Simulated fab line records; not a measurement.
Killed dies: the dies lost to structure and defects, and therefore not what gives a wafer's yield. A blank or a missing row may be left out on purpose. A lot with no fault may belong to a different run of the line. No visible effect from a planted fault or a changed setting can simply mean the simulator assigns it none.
Which tool did it? / flow sky130 / 42 wafers sampled from 14 lots at 1 step of a route of 708

## WHAT THE GAUGES READ, wafer by wafer
SKY_CONTACT_THK_MEAS_26: measures by xrf.
lot=L516; measured=day 32 22:53; on=film metro-02; CONTACT_W_THK (nm)=348 354 351
lot=L515; measured=day 33 00:35; on=film metro-02; CONTACT_W_THK (nm)=337 355 337
lot=L517; measured=day 33 00:59; on=film metro-01; CONTACT_W_THK (nm)=367 366 368
lot=L518; measured=day 33 02:41; on=film metro-02; CONTACT_W_THK (nm)=354 337 353
lot=L519; measured=day 33 03:22; on=film metro-02; CONTACT_W_THK (nm)=345 348 346
lot=L520; measured=day 34 00:38; on=film metro-02; CONTACT_W_THK (nm)=340 344 341
lot=L525; measured=day 34 22:10; on=film metro-01; CONTACT_W_THK (nm)=348 350 355
lot=L527; measured=day 35 13:10; on=film metro-04; CONTACT_W_THK (nm)=344 354 343
lot=L528; measured=day 35 21:04; on=film metro-01; CONTACT_W_THK (nm)=345 358 354
lot=L530; measured=day 36 21:19; on=film metro-01; CONTACT_W_THK (nm)=360 357 356
lot=L531; measured=day 37 01:36; on=film metro-02; CONTACT_W_THK (nm)=342 341 342
lot=L532; measured=day 37 18:28; on=film metro-02; CONTACT_W_THK (nm)=349 354 336
lot=L534; measured=day 38 01:31; on=film metro-01; CONTACT_W_THK (nm)=357 356 355
lot=L535; measured=day 38 05:53; on=film metro-04; CONTACT_W_THK (nm)=344 356 356

## WHAT TOOL EACH LOT RAN ON (gives the tool, then ch and the chambers of the sampled wafers, and finally the start)
Before these readings, the record contains no process step.

## AS READ BY THE TOOLS THEMSELVES (means over the sampled wafers that have a number; for cases with no such wafer, the mark the record gives instead)
The record holds no such reading with a usual standard deviation.

## THE ANSWER, worked out from the rows above alone
Rule: the usual values come from the lots themselves. Put in order of their means at a reading, lots are off if they are a third of the lots or fewer, leave a main group of 4 or more, and stand apart from it by a gap of 3 or more times the standard deviation of the main group's means; of several such gaps the widest counts. If all means in a main group match to the digits the tables above print for the reading, that group is not used. A lot without any number at a reading at which 4 lots or more have one is off too. The other lots that the step has rows for count as sound. Order of review: gauges by route order, followed by the tools' own readings, for which a lot's mean as printed above is used. At the first step where some lot is off, the reading lying furthest off is the one used; lots without a number count as furthest.
Nothing can be told from this: no lot is off at any reading shown.

## WHAT WAS PUT IN BY THE SIMULATOR
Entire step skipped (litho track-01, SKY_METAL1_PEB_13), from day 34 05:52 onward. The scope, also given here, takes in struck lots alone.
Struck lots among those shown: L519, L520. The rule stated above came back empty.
